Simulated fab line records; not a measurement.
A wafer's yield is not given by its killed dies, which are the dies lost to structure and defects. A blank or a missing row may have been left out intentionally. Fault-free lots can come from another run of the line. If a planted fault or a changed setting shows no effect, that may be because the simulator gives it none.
Which tool is to blame? -- flow gf180mcu -- Sampling: 24 lots, 72 wafers, 3 of 602 route steps

WHAT EACH GAUGE READ, for each wafer
GF_V1_OVL_MEAS_15. Usual: V1_OVL -3 nm, standard deviation 5.9.
lot,measured,on,V1_OVL (nm),flag
L074,day 18 11:41,overlay-02,-13 -12 -6,
L076,day 18 23:50,overlay-01,2 6 2,
L077,day 19 03:23,overlay-01,1 -3 6,
L075,day 19 05:41,overlay-01,-11 -16 -11,
L078,day 19 22:59,overlay-01,-6 -1 6,
L079,day 20 03:41,overlay-02,-3 -7 -5,
L082,day 20 18:27,overlay-02,-5 -6 -3,
L080,day 20 20:32,overlay-01,-2 -5 -10,
L081,day 20 21:11,overlay-01,-3 8 2,
L083,day 21 13:14,overlay-01,2 -3 4,
L084,day 22 03:26,overlay-01,-11 -6 -4,
L085,day 22 04:26,overlay-02,-7 -2 -2,
L086,day 22 16:59,overlay-02,4 4 0,
L087,day 23 05:09,overlay-02,5 -8 -3,
L088,day 23 15:41,overlay-01,-4 8 0,
L089,day 23 16:20,overlay-02,-9 -10 -9,
L090,day 24 03:47,overlay-01,4 6 3,
L091,day 24 10:35,overlay-01,-8 -4 -8,
L092,day 24 15:02,overlay-01,-2 -2 2,
L093,day 25 00:56,overlay-02,3 -4 -1,
L094,day 25 08:41,overlay-02,-8 -10 -5,
L095,day 25 11:26,overlay-02,-8 -2 -10,
L096,day 25 18:53,overlay-02,-11 -3 -2,
L097,day 25 23:44,overlay-01,-2 -7 -2,

GF_V3_CD_MEAS_14: the cd target is 260 nm. Usual: cdNm reads 260.2 nm (standard deviation 1.3).
lot,measured,on,cdNm (nm),flag
L074,day 22 17:34,cdSem-02,259.6 259.4 259.0,
L076,day 23 05:10,cdSem-01,260.0 259.7 259.9,
L077,day 23 08:07,cdSem-02,260.3 262.4 260.8,
L075,day 23 10:46,cdSem-01,260.7 260.5 260.4,
L078,day 24 02:01,cdSem-01,261.3 260.7 261.8,
L079,day 24 05:28,cdSem-02,260.1 260.0 259.7,
L082,day 24 20:57,cdSem-02,262.8 262.0 261.9,
L080,day 24 22:18,cdSem-01,259.9 260.2 260.3,
L081,day 24 21:58,cdSem-02,259.9 260.4 262.2,
L083,day 25 12:03,cdSem-02,261.1 261.2 261.0,
L084,day 26 00:38,cdSem-02,260.3 261.1 260.8,
L085,day 26 02:40,cdSem-01,258.2 258.1 258.9,
L086,day 26 15:16,cdSem-01,257.9 257.4 257.4,
L087,day 27 00:38,cdSem-02,259.8 259.9 261.5,
L088,day 27 08:10,cdSem-01,261.3 261.0 260.4,
L089,day 27 09:43,cdSem-01,261.2 260.7 260.3,
L090,day 27 21:56,cdSem-01,260.1 260.6 262.0,
L091,day 28 05:01,cdSem-01,261.6 260.7 261.9,
L092,day 28 07:14,cdSem-01,259.5 260.0 260.7,
L093,day 28 16:22,cdSem-02,258.6 259.7 258.8,
L094,day 28 22:53,cdSem-02,262.2 261.5 261.5,
L095,day 29 01:16,cdSem-02,260.9 261.1 261.9,
L096,day 29 09:31,cdSem-01,258.8 259.1 258.0,
L097,day 29 13:55,cdSem-01,259.6 259.0 259.7,

WHAT TOOL EACH LOT RAN ON (gives the tool, then ch and the chambers of the sampled wafers, and finally the start)
lot,GF_M3_METAL_ETCH_16
L074,"rieMetal-02 ch 0,1, day 21 17:40"
L076,"rieMetal-03 ch 0,1, day 22 05:07"
L077,"rieMetal-02 ch 0, day 22 08:05"
L075,"rieMetal-03 ch 0,1, day 22 11:16"
L078,"rieMetal-02 ch 0,1, day 23 02:57"
L079,"rieMetal-03 ch 0, day 23 06:22"
L082,"rieMetal-02 ch 0,1, day 23 21:47"
L080,"rieMetal-03 ch 0,1, day 23 23:40"
L081,"rieMetal-04 ch 0,1, day 23 23:19"
L083,"rieMetal-02 ch 0,1, day 24 14:10"
L084,"rieMetal-02 ch 0,1, day 25 02:34"
L085,"rieMetal-03 ch 0,1, day 25 05:07"
L086,"rieMetal-03 ch 0,1, day 25 16:55"
L087,"rieMetal-04 ch 0, day 26 03:34"
L088,"rieMetal-04 ch 0,1, day 26 10:28"
L089,"rieMetal-03 ch 0,1, day 26 11:25"
L090,"rieMetal-02 ch 0,1, day 27 00:26"
L091,"rieMetal-04 ch 0,1, day 27 08:01"
L092,"rieMetal-02 ch 0,1, day 27 10:11"
L093,"rieMetal-04 ch 0,1, day 27 18:51"
L094,"rieMetal-04 ch 0, day 28 02:37"
L095,"rieMetal-03 ch 1, day 28 03:53"
L096,"rieMetal-04 ch 0, day 28 12:32"
L097,"rieMetal-02 ch 1, day 28 17:11"
- GF_M3_METAL_ETCH_16: etches the open film in Cl2/BCl3, stops on SiO2, target depth 750.8 nm, time 125.1 s.

WHAT THE TOOLS THEMSELVES READ (means of the sampled wafers that have a number; where no wafer has one, the mark that the record gives instead)
GF_M3_METAL_ETCH_16. Usual: drypumpMotorCurrentA 6.0 A, standard deviation 0.35; oesProductAu 0.992 a.u., standard deviation 0.0054; throttleValvePct 28.228 %, standard deviation 0.009.
lot,tool,drypumpMotorCurrentA (A),oesProductAu (a.u.),throttleValvePct (%),flag
L074,rieMetal-02,6.1,0.992,28.229,
L076,rieMetal-03,5.9,0.992,28.224,
L077,rieMetal-02,6.2,0.992,28.228,
L075,rieMetal-03,6.0,0.989,28.231,
L078,rieMetal-02,5.9,0.991,28.233,
L079,rieMetal-03,5.8,0.993,28.229,
L082,rieMetal-02,5.9,0.993,28.224,
L080,rieMetal-03,5.9,0.993,28.227,
L081,rieMetal-04,6.2,0.990,28.227,
L083,rieMetal-02,6.0,0.989,28.220,
L084,rieMetal-02,5.9,0.997,28.237,
L085,rieMetal-03,6.0,0.990,28.229,
L086,rieMetal-03,5.9,0.992,28.232,
L087,rieMetal-04,6.6,0.994,28.224,
L088,rieMetal-04,5.9,0.998,28.218,
L089,rieMetal-03,6.0,0.995,28.231,
L090,rieMetal-02,6.1,0.998,28.228,
L091,rieMetal-04,5.9,0.997,28.219,
L092,rieMetal-02,5.9,0.997,28.228,
L093,rieMetal-04,6.2,0.989,28.223,
L094,rieMetal-04,6.6,0.987,28.236,
L095,rieMetal-03,6.1,0.990,28.228,
L096,rieMetal-04,6.6,0.991,28.225,
L097,rieMetal-02,5.8,0.988,28.235,

THE ANSWER, worked out from the rows above alone
Rule: take the mean of a lot's wafers that have a number; if it is more than 3 standard deviations from the usual mean, the lot is off. A lot without any number at a reading at which 4 lots or more have one is off too. Where the step has rows for the other lots, those lots are counted as sound. After the gauges, taken in route order, come the tools' own readings; for these a lot's mean is taken, as printed above. The first step at which some lot is off is used, and at that step the reading that is off furthest; a lot without a number counts as furthest.
No lot is off at any reading shown: from this, nothing can be told.

WHAT THE SIMULATOR PUT IN
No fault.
